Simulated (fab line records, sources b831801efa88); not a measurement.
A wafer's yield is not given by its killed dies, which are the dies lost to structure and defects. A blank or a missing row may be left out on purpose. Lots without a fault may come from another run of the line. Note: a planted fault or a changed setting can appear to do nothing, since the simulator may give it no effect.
Which tool was responsible?    flow sfqLine    route of 325 steps, sampled at 1 step: 7 lots, 21 wafers

## WHAT THE GAUGES SHOWED, per wafer
SFQ_M5_OVL_MEAS_932.
lot   measured      on          M5_OVL (nm)
L431  day 45 12:16  overlay-02  -6 -8 -6
L434  day 47 08:40  overlay-01  0 -9 -6
L437  day 48 17:04  overlay-01  0 3 11
L439  day 49 12:15  overlay-01  7 4 0
L448  day 51 20:33  overlay-02  -4 -1 -6
L450  day 52 17:12  overlay-01  1 4 3
L453  day 53 04:01  overlay-02  3 2 -1

## EACH LOT AND THE TOOL THAT RAN IT (in order: tool; ch and the chambers of the sampled wafers; start)
Before these readings, the record contains no process step.

## THE ANSWER, worked out from the rows above alone
Rule: what is usual is taken from the lots themselves. Put in order of their means at a reading, lots are off if they are a third of the lots or fewer, leave a main group of 4 or more, and stand apart from it by a gap of 3 or more times the standard deviation of the main group's means; of several such gaps the widest counts. If all means in a main group match to the digits the tables above print for the reading, that group is not used. Also off: a lot with no number at a reading for which 4 or more lots have one. Where the step has rows for the other lots, those lots are counted as sound.
No lot is off on any of the readings shown, so nothing can be concluded from this.

## WHAT WAS PUT IN BY THE SIMULATOR
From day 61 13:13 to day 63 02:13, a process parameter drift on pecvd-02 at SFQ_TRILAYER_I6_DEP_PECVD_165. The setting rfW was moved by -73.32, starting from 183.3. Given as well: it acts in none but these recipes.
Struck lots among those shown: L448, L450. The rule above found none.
